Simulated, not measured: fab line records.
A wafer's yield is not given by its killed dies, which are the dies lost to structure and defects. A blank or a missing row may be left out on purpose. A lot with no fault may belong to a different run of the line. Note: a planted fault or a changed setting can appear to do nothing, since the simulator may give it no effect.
fab line records	flow sky130
[record] lots = 6	wafers = 18	lastDay = 49
route steps=708 shown SONOS_TUNNEL@155 SONOS_ONO@168 GATE_OXIDE@187 PAD_OPEN@708
lots that met no fault: from a run of the same line without faults
startH: hours from the record's first day to the start of the lot's first wafer shown	waitH: hours elapsed since this lot's preceding step	" same as the row above	L1.1+2: one row covering several wafers at once	- no value, or no start given	* or withheld: withheld	< > ~ a bound
route shown NAME@n: names a module that has steps shown in the file, with the first one's number in the route	usual: mean/standard deviation taken from wafers without a fault	same: alike in all rows	chamber/n: place in a boat	sites: each site's reading	_std_site: their standard deviation	_edge_site: outer sites' mean less inner sites'	radiusMm: for every site, how far away it sits from the centre of the wafer	mask NAME#n: copy n	behind: tool/chamber where the wafer was last shaped	hold: why the lot went on hold/how many hours it stayed there/how the hold came to an end	device: transistor that didn't switch, given as n, p or np	end of line: the tests these same wafers got at the end of their route	step lacking rows: just its recipe	killed: at the first sort, the dies lost to defects and structure; wafer yield is something else	map: a wafer's dies, x killed, . not, _ none there
set.NAME: setting as actually run; set.NAME@STEP: the setting as run at that earlier step	model.NAME: the simulator's own value behind a step, which no gauge read
lots seen at some steps along the route; tables by step, rows by wafer
services: a tool's chamber out of use, with start hour (startH, from the record's first day; less than 0 if before it), hours out, and reason
[[steps]]
[step SKY_SONOS_TUNNEL_HMDS_01]
[recipe] primeTimeS = 60	primeTempC = 120
[step SKY_SONOS_TUNNEL_COAT_02]
[recipe] resist = NOVOLAK	spinRpm = 3000	resistThkNm = 1140
[step SKY_SONOS_TUNNEL_SOFTBAKE_03]
[recipe] tempC = 90	timeS = 60	resist = NOVOLAK
[step SKY_SONOS_TUNNEL_EXPOSE_04]
[recipe] maskId = TUNM	na = 0.6	sourceShape = conventional	sigmaOuter = 0.6	polarization = unpolarized	targetCdNm = 410	doseMj = 136
[step SKY_SONOS_TUNNEL_PEB_05]
[recipe] tempC = withheld	timeS = *	resist = NOVOLAK
[step SKY_SONOS_TUNNEL_DEVELOP_06]
[recipe] resist = NOVOLAK	developer = TMAH	developTimeS = 60	devTempC = 23
[step SKY_SONOS_TUNNEL_CD_MEAS_07]
[recipe] targetCdNm = 410
[usual] cdNm = 411.2/2.2
lot.wafer	tool	chamber	startH	waitH	cdNm
L407.1	cdSem-02	-	260.36	0.1	410.2
L407.3	"	-	"	"	412.9
L407.5	"	-	"	"	411.7
L413.1	cdSem-02	-	311.61	0.1	415.5
L413.3	"	-	"	"	418.3
L413.4	"	-	"	"	416.6
L416.1	cdSem-01	-	329.73	0.1	409.5
L416.2	"	-	"	"	409.5
L416.6	"	-	"	"	410.2
L419.1	cdSem-02	-	353.28	0.1	411.5
L419.3	"	-	"	"	410.6
L419.6	"	-	"	"	410.7
L422.3	cdSem-01	-	378.90	0.1	411.6
L422.4	"	-	"	"	411.1
L422.5	"	-	"	"	412.7
L423.1	cdSem-01	-	384.86	0.1	411.4
L423.3	"	-	"	"	411.1
L423.5	"	-	"	"	411.7
[step SKY_SONOS_TUNNEL_OVL_MEAS_08]
[usual] SONOS_TUNNEL_OVL = 0.4/1.4
lot.wafer	tool	chamber	startH	waitH	SONOS_TUNNEL_OVL[nm]
L407.1	overlay-01	-	260.48	0.1	1.8
L407.3	"	-	"	"	2.0
L407.5	"	-	"	"	1.8
L413.1	overlay-01	-	311.73	0.1	-0.2
L413.3	"	-	"	"	1.3
L413.4	"	-	"	"	-0.9
L416.1	overlay-01	-	329.85	0.1	-1.5
L416.2	"	-	"	"	0.3
L416.6	"	-	"	"	1.0
L419.1	overlay-02	-	353.40	0.1	1.5
L419.3	"	-	"	"	0.6
L419.6	"	-	"	"	1.4
L422.3	overlay-02	-	379.00	0.1	1.2
L422.4	"	-	"	"	2.0
L422.5	"	-	"	"	0.2
L423.1	overlay-02	-	384.98	0.1	1.0
L423.3	"	-	"	"	1.1
L423.5	"	-	"	"	0.5
[step SKY_SONOS_TUNNEL_IMPLANT_09]
[recipe] species = B	energyKev = 20	doseCm2 = 1e+12	tiltDeg = withheld
[step SKY_SONOS_TUNNEL_WET_ETCH_10]
[recipe] chemistry = dHF	targetDepthNm = 14	target = SiO2	dilution = 100:1	tempC = 25	timeS = 280
[step SKY_SONOS_TUNNEL_STRIP_11]
[recipe] chemistry = SPM	timeS = 600	tempC = 130
[step SKY_SONOS_TUNNEL_TW_MEAS_12]
[usual] SONOS_TUNNEL_TW = 197.5/1.6
lot.wafer	tool	chamber	startH	waitH	SONOS_TUNNEL_TW
L407.1	filmMetro-04	-	260.94	0.0	196.6
L407.3	"	-	"	"	196.5
L407.5	"	-	"	"	197.2
L413.1	filmMetro-04	-	312.43	0.0	200.3
L413.3	"	-	"	"	199.9
L413.4	"	-	"	"	198.7
L416.1	filmMetro-03	-	330.32	0.0	195.2
L416.2	"	-	"	"	195.6
L416.6	"	-	"	"	196.0
L419.1	filmMetro-04	-	353.85	0.0	195.8
L419.3	"	-	"	"	195.3
L419.6	"	-	"	"	195.1
L422.3	filmMetro-03	-	379.45	0.0	195.0
L422.4	"	-	"	"	195.2
L422.5	"	-	"	"	196.9
L423.1	filmMetro-01	-	385.44	0.0	198.7
L423.3	"	-	"	"	198.9
L423.5	"	-	"	"	197.9
[step SKY_SONOS_TUNNEL_CLEAN_13]
[recipe] chemistry = dHF	timeS = 20	dilution = 100:1	dry = ipaMarangoni
lot.wafer	tool	chamber	startH	waitH
L407.1+3+5	wetBench-02	3	261.00	0.1
L413.1+3+4	wetBench-02	3	312.49	0.1
L416.1+2+6	wetBench-04	2	330.38	0.1
L419.1+3+6	wetBench-04	2	353.91	0.1
L422.3+4+5	wetBench-04	2	379.49	0.0
L423.1+3+5	wetBench-04	0	385.50	0.1
[step SKY_SONOS_ONO_OXIDATION_00]
[recipe] tempC = 800	ambient = O2	idleTempC = 700	rampUpCPerMin = 10	rampDownCPerMin = 3	stabiliseS = 600	purgeS = 300	targetThkA = 26	oxTimeS = 1249
[step SKY_SONOS_ONO_THK_MEAS_01]
[recipe] reads = SiO2_of_SONOS_ONO_OXIDATION_00
[usual] SONOS_ONO_OXIDATION_THK = 2.60/0.049
lot.wafer	tool	chamber	startH	waitH	SONOS_ONO_OXIDATION_THK[nm]
L407.1	filmMetro-04	-	263.25	0.0	2.65
L407.3	"	-	"	"	2.61
L407.5	"	-	"	"	2.66
L413.1	filmMetro-03	-	316.15	0.0	2.62
L413.3	"	-	"	"	2.56
L413.4	"	-	"	"	2.53
L416.1	filmMetro-04	-	332.91	0.0	2.63
L416.2	"	-	"	"	2.51
L416.6	"	-	"	"	2.50
L419.1	filmMetro-03	-	355.27	0.0	2.55
L419.3	"	-	"	"	2.65
L419.6	"	-	"	"	2.62
L422.3	filmMetro-03	-	380.87	0.0	2.57
L422.4	"	-	"	"	2.59
L422.5	"	-	"	"	2.58
L423.1	filmMetro-04	-	387.72	0.0	2.53
L423.3	"	-	"	"	2.57
L423.5	"	-	"	"	2.60
[step SKY_SONOS_ONO_CVD_02]
[recipe] material = Si3N4	precursor = DCS/NH3	targetThkNm = 10.5	tempC = 770	timeS = 180	pressureMtorr = 250
[step SKY_SONOS_ONO_THK_MEAS_03]
[recipe] reads = Si3N4_of_SONOS_ONO_CVD_02
[usual] SONOS_ONO_CVD_02_THK = 10.58/0.16
lot.wafer	tool	chamber	startH	waitH	SONOS_ONO_CVD_02_THK[nm]
L407.1	filmMetro-04	-	265.46	0.0	10.47
L407.3	"	-	"	"	10.35
L407.5	"	-	"	"	10.47
L413.1	filmMetro-03	-	317.78	0.0	10.52
L413.3	"	-	"	"	10.53
L413.4	"	-	"	"	10.54
L416.1	filmMetro-03	-	335.31	0.0	10.49
L416.2	"	-	"	"	10.76
L416.6	"	-	"	"	10.81
L419.1	filmMetro-02	-	357.09	0.0	10.47
L419.3	"	-	"	"	10.42
L419.6	"	-	"	"	10.60
L422.3	filmMetro-02	-	382.22	0.0	10.34
L422.4	"	-	"	"	10.37
L422.5	"	-	"	"	10.63
L423.1	filmMetro-04	-	390.18	0.0	10.86
L423.3	"	-	"	"	10.78
L423.5	"	-	"	"	10.74
[step SKY_SONOS_ONO_CVD_04]
[recipe] material = SiO2	precursor = SiH4/N2O	targetThkNm = 5.7199	tempC = 900	pressureMtorr = 400
[step SKY_SONOS_ONO_THK_MEAS_05]
[recipe] reads = SiO2_of_SONOS_ONO_CVD_04
[usual] SONOS_ONO_CVD_04_THK = 5.74/0.1
lot.wafer	tool	chamber	startH	waitH	SONOS_ONO_CVD_04_THK[nm]
L407.1	filmMetro-03	-	266.77	0.0	5.77
L407.3	"	-	"	"	5.74
L407.5	"	-	"	"	5.73
L413.1	filmMetro-04	-	319.09	0.0	5.64
L413.3	"	-	"	"	5.63
L413.4	"	-	"	"	5.69
L416.1	filmMetro-04	-	337.24	0.0	5.79
L416.2	"	-	"	"	5.95
L416.6	"	-	"	"	5.90
L419.1	filmMetro-04	-	359.96	0.0	5.90
L419.3	"	-	"	"	5.80
L419.6	"	-	"	"	5.89
L422.3	filmMetro-03	-	383.53	0.0	5.80
L422.4	"	-	"	"	5.68
L422.5	"	-	"	"	5.79
L423.1	filmMetro-02	-	391.49	0.0	5.72
L423.3	"	-	"	"	5.66
L423.5	"	-	"	"	5.75
[step SKY_SONOS_ONO_DEHYDRATE_06]
[recipe] tempC = 200	timeS = 60
[step SKY_SONOS_ONO_HMDS_07]
[recipe] primeTimeS = 60	primeTempC = 120
[step SKY_SONOS_ONO_COAT_08]
[recipe] resist = NOVOLAK	spinRpm = 3000	resistThkNm = 1140
[step SKY_SONOS_ONO_SOFTBAKE_09]
[recipe] tempC = 90	timeS = 60	resist = NOVOLAK
[step SKY_SONOS_ONO_EXPOSE_10]
[recipe] maskId = ONOM	targetCdNm = 410	na = 0.6	sourceShape = conventional	sigmaOuter = 0.6	doseMj = 150
[step SKY_SONOS_ONO_PEB_11]
[recipe] tempC = withheld	timeS = *	resist = NOVOLAK
[step SKY_SONOS_ONO_DEVELOP_12]
[recipe] developTimeS = 60	devTempC = 23
[step SKY_SONOS_ONO_CD_MEAS_13]
[recipe] targetCdNm = 410
[usual] cdNm = 410.0/2.7
lot.wafer	tool	chamber	startH	waitH	cdNm
L407.1	cdSem-02	-	291.70	0.1	411.6
L407.3	"	-	"	"	409.0
L407.5	"	-	"	"	410.3
L413.1	cdSem-01	-	345.41	0.1	408.2
L413.3	"	-	"	"	409.9
L413.4	"	-	"	"	407.5
L416.1	cdSem-01	-	364.85	0.1	417.7
L416.2	"	-	"	"	417.2
L416.6	"	-	"	"	418.3
L419.1	cdSem-02	-	389.36	0.1	416.3
L419.3	"	-	"	"	414.3
L419.6	"	-	"	"	413.7
L422.3	cdSem-01	-	412.80	0.1	409.0
L422.4	"	-	"	"	410.9
L422.5	"	-	"	"	409.1
L423.1	cdSem-01	-	421.37	0.2	409.1
L423.3	"	-	"	"	409.4
L423.5	"	-	"	"	412.0
[step SKY_SONOS_ONO_OVL_MEAS_14]
[usual] SONOS_ONO_OVL = -0.5/1.6
lot.wafer	tool	chamber	startH	waitH	SONOS_ONO_OVL[nm]
L407.1	overlay-01	-	291.82	0.1	-1.7
L407.3	"	-	"	"	-2.4
L407.5	"	-	"	"	-0.9
L413.1	overlay-02	-	345.53	0.1	0.1
L413.3	"	-	"	"	1.5
L413.4	"	-	"	"	0.5
L416.1	overlay-02	-	364.97	0.1	0.2
L416.2	"	-	"	"	-0.3
L416.6	"	-	"	"	0.6
L419.1	overlay-01	-	389.48	0.1	-2.6
L419.3	"	-	"	"	-3.8
L419.6	"	-	"	"	-3.9
L422.3	overlay-02	-	412.90	0.1	-0.5
L422.4	"	-	"	"	0.1
L422.5	"	-	"	"	0.7
L423.1	overlay-02	-	421.49	0.1	0.5
L423.3	"	-	"	"	-2.1
L423.5	"	-	"	"	-0.8
[step SKY_SONOS_ONO_ETCH_15]
[recipe] targetDepthNm = 19.52	chemistry = CHF3/O2	sourceW = 600	biasW = 200	pressureMtorr = 40	chf3FlowSccm = 50	O2_flow_sccm = 5	timeS = 7.8
[usual] drypumpMotorCurrentA = 5.8/0.34	oesProductAu = 1.000/0.0066	throttleValvePct = 8.825/0.0097
lot.wafer	tool	chamber	startH	waitH	drypumpMotorCurrentA	oesProductAu	rfHoursCounterH	throttleValvePct
L407.1	rieDiel-01	0	291.86	0.0	5.5	0.992	102	8.805
L407.3	"	2	"	"	5.5	1.003	2	8.822
L407.5	"	3	"	"	6.0	0.992	-	8.827
L413.1	rieDiel-04	2	345.57	0.0	6.0	0.996	1	8.833
L413.3	"	0	"	"	5.9	0.995	7	8.825
L413.4	"	2	"	"	6.0	0.997	-	8.826
L416.1	rieDiel-03	2	365.01	0.0	6.1	0.997	21	8.854
L416.2	"	1	"	"	6.4	1.002	74	8.829
L416.6	"	1	"	"	6.4	1.001	-	8.829
L419.1	rieDiel-01	3	389.52	0.0	6.0	0.996	64	8.822
L419.3	"	2	"	"	5.5	0.995	5	8.816
L419.6	"	2	"	"	5.5	1.000	-	8.831
L422.3	rieDiel-04	3	412.92	0.0	5.6	0.994	0	8.829
L422.4	"	0	"	"	5.8	0.994	7	8.830
L422.5	"	0	"	"	5.8	0.990	-	8.812
L423.1	rieDiel-03	2	421.53	0.0	6.0	0.999	23	8.831
L423.3	"	0	"	"	6.1	1.006	15	8.832
L423.5	"	1	"	"	6.5	1.001	-	8.816
[step SKY_SONOS_ONO_WET_ETCH_16]
[recipe] chemistry = dHF	targetDepthNm = 14	dry = n2Spin	target = SiO2	dilution = 100:1	tempC = 25	timeS = 280
[step SKY_SONOS_ONO_STRIP_17]
[recipe] chemistry = O2/N2	powerW = 1400	pressureMtorr = 1500	platenTempC = withheld	o2FlowSccm = 3000	n2FlowSccm = 300	overashFraction = 0.5
[usual] drypumpMotorCurrentA = 5.4/0.54	oesProductAu = 0.710/0.0045	stripTimeToEndpointS = 14.090/0.029
lot.wafer	tool	chamber	startH	waitH	drypumpMotorCurrentA	oesProductAu	rfHoursCounterH	stripTimeToEndpointS
L407.1	plasmaAsher-04	0	291.97	0.0	6.2	0.713	47	14.075
L407.3	"	0	"	"	6.2	0.707	-	14.096
L407.5	"	1	"	"	4.8	0.708	-	14.131
L413.1	plasmaAsher-03	1	345.68	0.0	5.7	0.707	65	14.077
L413.3	"	1	"	"	5.7	0.716	-	14.098
L413.4	"	0	"	"	4.9	0.717	-	14.082
L416.1	plasmaAsher-03	1	365.12	0.0	5.7	0.712	67	14.138
L416.2	"	0	"	"	4.9	0.714	67	14.095
L416.6	"	1	"	"	5.7	0.708	-	14.112
L419.1	plasmaAsher-02	0	389.64	0.0	5.9	0.708	70	14.143
L419.3	"	1	"	"	5.0	0.713	-	14.114
L419.6	"	0	"	"	5.9	0.706	-	14.097
L422.3	plasmaAsher-04	0	413.06	0.0	6.2	0.709	-	14.065
L422.4	"	1	"	"	4.8	0.718	-	14.084
L422.5	"	1	"	"	4.8	0.711	-	14.086
L423.1	plasmaAsher-02	0	421.64	0.0	5.9	0.709	73	14.064
L423.3	"	1	"	"	5.0	0.708	-	14.149
L423.5	"	1	"	"	5.0	0.711	-	14.111
[step SKY_SONOS_ONO_WET_ETCH_18]
[recipe] chemistry = H3PO4	targetDepthNm = 15	target = Si3N4	tempC = 160	timeS = 172
[step SKY_GATE_OXIDE_CLEAN_00]
[recipe] chemistry = SC1/SC2	mix = 1:4:20	tempC = 70	timeS = 150	dry = n2Spin
[step SKY_GATE_OXIDE_OXIDATION_01]
[recipe] tempC = 900	ambient = O2	stabiliseS = 600	purgeS = 300	targetThkA = 102.68	oxTimeS = 1473
[step SKY_GATE_OXIDE_THK_MEAS_02]
[recipe] reads = SiO2_of_GATE_OXIDE_OXIDATION_01
[usual] GATE_OXIDE_OXIDATION_00_THK = 10.28/0.2
lot.wafer	tool	chamber	startH	waitH	GATE_OXIDE_OXIDATION_00_THK[nm]
L407.1	filmMetro-04	-	294.39	0.0	10.63
L407.3	"	-	"	"	10.52
L407.5	"	-	"	"	10.76
L413.1	filmMetro-04	-	348.29	0.0	10.73
L413.3	"	-	"	"	10.73
L413.4	"	-	"	"	10.77
L416.1	filmMetro-02	-	367.17	0.0	10.15
L416.2	"	-	"	"	10.35
L416.6	"	-	"	"	10.26
L419.1	filmMetro-01	-	391.27	0.0	10.34
L419.3	"	-	"	"	10.09
L419.6	"	-	"	"	10.28
L422.3	filmMetro-01	-	415.67	0.0	10.23
L422.4	"	-	"	"	10.05
L422.5	"	-	"	"	10.14
L423.1	filmMetro-01	-	424.54	0.0	10.24
L423.3	"	-	"	"	10.05
L423.5	"	-	"	"	10.27
[step SKY_GATE_OXIDE_DEHYDRATE_03]
[recipe] tempC = 200	timeS = 60
[step SKY_GATE_OXIDE_HMDS_04]
[recipe] primeTimeS = 60	primeTempC = 120
[step SKY_GATE_OXIDE_COAT_05]
[recipe] resist = NOVOLAK	spinRpm = 3000	resistThkNm = 1140
[step SKY_GATE_OXIDE_SOFTBAKE_06]
[recipe] tempC = 90	timeS = 60	resist = NOVOLAK
[step SKY_GATE_OXIDE_EXPOSE_07]
[recipe] maskId = LVOM	na = 0.6	sourceShape = conventional	sigmaOuter = 0.6	polarization = unpolarized	targetCdNm = 600	doseMj = 170
[step SKY_GATE_OXIDE_PEB_08]
[recipe] tempC = withheld	timeS = *	resist = NOVOLAK
[step SKY_GATE_OXIDE_DEVELOP_09]
[recipe] resist = NOVOLAK	developer = TMAH	developTimeS = 60	devTempC = 23
[step SKY_PAD_OPEN_PROBE_99]
[usual] killed_at_M0_to_M3 = 43/7.2	killed_at_M4_up = 3.0/2	killedAtContacts = 24/5.5	killedAtFrontEnd = 15/4.2	killedAtOther = 0.3/0.51	killedDies = 85/10	killedOpen = 46/7.3	killedShort = 38/6.4
[same] grossDies = 492	killedAtBackSide = 0
lot.wafer	tool	chamber	startH	waitH	killed_at_M0_to_M3	killed_at_M4_up	killedAtContacts	killedAtFrontEnd	killedAtOther	killedDies	killedOpen	killedShort
L413.1	prober-02	-	1130.67	0.1	48	2	19	16	1	86	57	29
L413.3	prober-02	-	1130.77	0.2	42	6	14	14	0	76	41	35
L413.4	prober-02	-	1130.82	0.2	40	0	22	16	0	78	43	35
L416.1	prober-01	-	1142.13	0.1	40	4	32	15	3	94	53	41
L416.2	prober-01	-	1142.18	0.1	44	3	33	14	0	94	51	43
L416.6	prober-01	-	1142.38	0.2	57	6	29	8	1	101	52	49
L419.6	prober-02	-	1156.80	0.2	50	0	23	18	0	91	49	42
L422.3	prober-01	-	1174.18	0.2	43	3	24	50	0	120	50	32
L422.4	prober-01	-	1174.23	0.2	25	2	21	47	0	95	29	29
L422.5	prober-01	-	1174.28	0.2	48	2	29	60	0	139	56	46
L423.1	prober-02	-	1178.93	0.1	42	1	11	77	0	131	41	32
L423.3	prober-02	-	1179.03	0.2	32	5	25	67	0	129	41	32
L423.5	prober-02	-	1179.13	0.2	43	4	19	60	0	126	43	30
// killed by level:class
L413.1 VIA1:geometricParticle:open=17 CONTACT:geometricParticle:open=11 VIA3:geometricParticle:open=9 FIELD_ISO:geometricParticle:short=5 FIELD_ISO:geometricParticle:open=5 LI_CONTACT:geometricParticle:open=5 VIA1:geometricParticle:short=5 METAL1:geometricParticle:short=5
L413.3 VIA1:geometricParticle:open=9 METAL1:geometricParticle:short=8 VIA1:geometricParticle:short=7 CONTACT:geometricParticle:open=6 VIA3:geometricParticle:open=6 POLY_GATE:geometricParticle:open=4 VIA2:geometricParticle:open=4 METAL4:geometricParticle:short=4
L413.4 VIA3:geometricParticle:open=10 FIELD_ISO:geometricParticle:short=9 VIA1:geometricParticle:open=8 LI_CONTACT:geometricParticle:open=7 CONTACT:geometricParticle:open=6 LI_CONTACT:geometricParticle:short=5 VIA1:geometricParticle:short=5 VIA2:geometricParticle:open=5
L416.1 CONTACT:geometricParticle:open=14 VIA2:geometricParticle:open=12 VIA1:geometricParticle:open=9 LOCAL_INTERCONNECT:geometricParticle:short=6 VIA1:geometricParticle:short=6 CONTACT:geometricParticle:short=5 POLY_GATE:geometricParticle:open=4 LI_CONTACT:geometricParticle:open=4
L416.2 CONTACT:geometricParticle:open=15 VIA1:geometricParticle:open=12 LOCAL_INTERCONNECT:geometricParticle:short=8 METAL2:geometricParticle:short=7 VIA2:geometricParticle:open=7 POLY_GATE:geometricParticle:short=5 VIA2:geometricParticle:short=5 POLY_GATE:geometricParticle:open=4
L416.6 VIA1:geometricParticle:open=10 VIA2:geometricParticle:open=10 METAL2:geometricParticle:short=9 LI_CONTACT:geometricParticle:open=8 CONTACT:geometricParticle:open=8 CONTACT:geometricParticle:short=7 LOCAL_INTERCONNECT:geometricParticle:short=5 METAL1:geometricParticle:short=5
L419.6 CONTACT:geometricParticle:open=10 VIA1:geometricParticle:open=9 FIELD_ISO:geometricParticle:open=8 VIA2:geometricParticle:open=8 VIA1:geometricParticle:short=7 METAL3:geometricParticle:short=5 METAL1:geometricParticle:short=5 LI_CONTACT:geometricParticle:open=4
L422.3 SONOS_TUNNEL:unspecified=38 LI_CONTACT:geometricParticle:open=11 VIA2:geometricParticle:open=9 VIA1:geometricParticle:open=8 POLY_GATE:geometricParticle:short=5 METAL1:geometricParticle:open=5 VIA2:geometricParticle:short=5 VIA3:geometricParticle:open=5
L422.4 SONOS_TUNNEL:unspecified=37 CONTACT:geometricParticle:open=8 METAL1:geometricParticle:short=6 VIA1:geometricParticle:short=5 CONTACT:geometricParticle:short=4 VIA1:geometricParticle:open=4 METAL2:geometricParticle:short=4 VIA2:geometricParticle:open=4
L422.5 SONOS_TUNNEL:unspecified=37 VIA1:geometricParticle:open=15 LI_CONTACT:geometricParticle:open=11 CONTACT:geometricParticle:open=9 FIELD_ISO:geometricParticle:open=7 CONTACT:geometricParticle:short=6 METAL2:geometricParticle:short=6 VIA3:geometricParticle:open=6
L423.1 SONOS_TUNNEL:unspecified=58 METAL2:geometricParticle:short=8 VIA3:geometricParticle:open=8 VIA1:geometricParticle:open=8 VIA2:geometricParticle:open=7 FIELD_ISO:geometricParticle:open=5 LI_CONTACT:geometricParticle:open=5 POLY_GATE:geometricParticle:short=5
L423.3 SONOS_TUNNEL:unspecified=56 CONTACT:geometricParticle:short=8 VIA1:geometricParticle:open=8 LI_CONTACT:geometricParticle:open=7 CONTACT:geometricParticle:open=7 METAL2:geometricParticle:short=6 VIA3:geometricParticle:open=5 VIA2:geometricParticle:open=5
L423.5 SONOS_TUNNEL:unspecified=53 VIA1:geometricParticle:open=16 CONTACT:geometricParticle:open=8 VIA3:geometricParticle:open=5 LI_CONTACT:geometricParticle:open=4 CONTACT:geometricParticle:short=4 VIA1:geometricParticle:short=4 METAL1:geometricParticle:short=4
// map L422.5 (x killed, . not)
__________x..xx...x._________
________..........xx.._______
______......x...x...x.x._____
_____..x.x........x....x.____
____x....xxx.x..x.........___
___x......x.xx....x........__
__....x.x....xx...x..x.x.x.._
_.........x..x............x..
_..x.......xxxx...xxx....x...
_......x......x..xx..........
_..x...x......x.......x......
_..............xx..xxxx..x...
_.xx.xx..x.......x..xx...x...
_xxxxxxx........x....xxx.....
_xxxxxxxxx...xx............x.
__xxxxxx..x.x..x.x...xx....x_
___xxxxxx..........xx..x...__
____xxxx...........xx.....___
_____xxxx....x.......x.xx____
______...x........xx..xx_____
________.x..xx....x..x_______
__________.....x...._________
// map L423.1 (x killed, . not)
__________.........._________
________.............._______
______x.........x...x.xx_____
_____x.x....x.......x....____
____...x......xx...x...x..___
___.........x..x......xx...__
__.....x...................._
_.......x..x...........x..x..
_..x.....x.......x.x.........
_....x...x.......x...xx...x..
_x....xxx....................
_....xxxxxxx...xx..x..x......
_..x.xxxxxxxx......x.x...x..x
_..xxxxxxxx........xx........
_xxxxxxxxxxxx...........x.x..
__.xxxxxxxx...x.....x......._
___.xxxxxxxx....x..x..x....__
____.xxxx..x......x.......___
_____xxxx......x.x.x....x____
______.x.x..x...x..x...._____
________x.xx.........x_______
__________.....x.x.._________
[[services]]
tool	chamber	startH	hours	kind
plasmaAsher-04	-	242.20	0.6	repair
rieDiel-04	2	252.77	-	clean
rieDiel-04	2	252.77	19.0	scheduledDown
rieDiel-04	2	252.77	19.0	ventCycle
plasmaAsher-03	-	257.56	10.5	pm
plasmaAsher-04	-	276.21	4.3	pm
rieDiel-01	-	278.68	1.1	repair
wetBench-02	-	323.44	1.0	repair
rieDiel-03	3	334.23	9.1	repair
rieDiel-04	3	340.85	-	clean
rieDiel-04	3	340.85	29.3	scheduledDown
rieDiel-04	3	340.85	29.3	ventCycle
rieDiel-04	-	348.12	55.5	repair
plasmaAsher-03	-	358.85	5.9	repair
rieDiel-03	1	382.16	7.6	repair
rieDiel-03	-	397.20	0.4	repair
rieDiel-03	1	405.00	4.2	repair
plasmaAsher-04	-	414.44	2.8	pm
rieDiel-03	3	416.93	-	clean
rieDiel-03	3	416.93	11.5	scheduledDown
rieDiel-03	3	416.93	11.5	ventCycle
rieDiel-01	0	419.71	-	clean
rieDiel-01	0	419.71	22.1	scheduledDown
plasmaAsher-03	-	421.25	9.0	pm
[[key]]
[firstSign] step = SKY_PAD_OPEN_PROBE_99	reading = killedAtFrontEnd	direction = up	sigmas = 11	usual = 15	struck = 60
[effect] step = SKY_PAD_OPEN_PROBE_99	reading = killedDies	direction = up	sigmas = 3.8	usual = 85	struck = 123
metAt SKY_SONOS_TUNNEL_CLEAN_13
struckWafers L422.3,L422.4,L422.5,L423.1,L423.3,L423.5
testerLeftOut L422,L423
onsetBetween 353.91 379.49
alsoFits time
[fault] kind = chamberParticleSource	tool = wetBench-04	chamber = -	onsetH = 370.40	steps = SKY_SONOS_TUNNEL_CLEAN_13	ratePerVisitCm2 = 1.1014	endH = 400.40
// testerLeftOut: of these lots the tester's yield and bins aren't shown, on N5 and GAA mostly nor the transistor test; their killed dies are dies lost to structure and defects alone, not to doping, threshold or leakage, so they don't give the yield
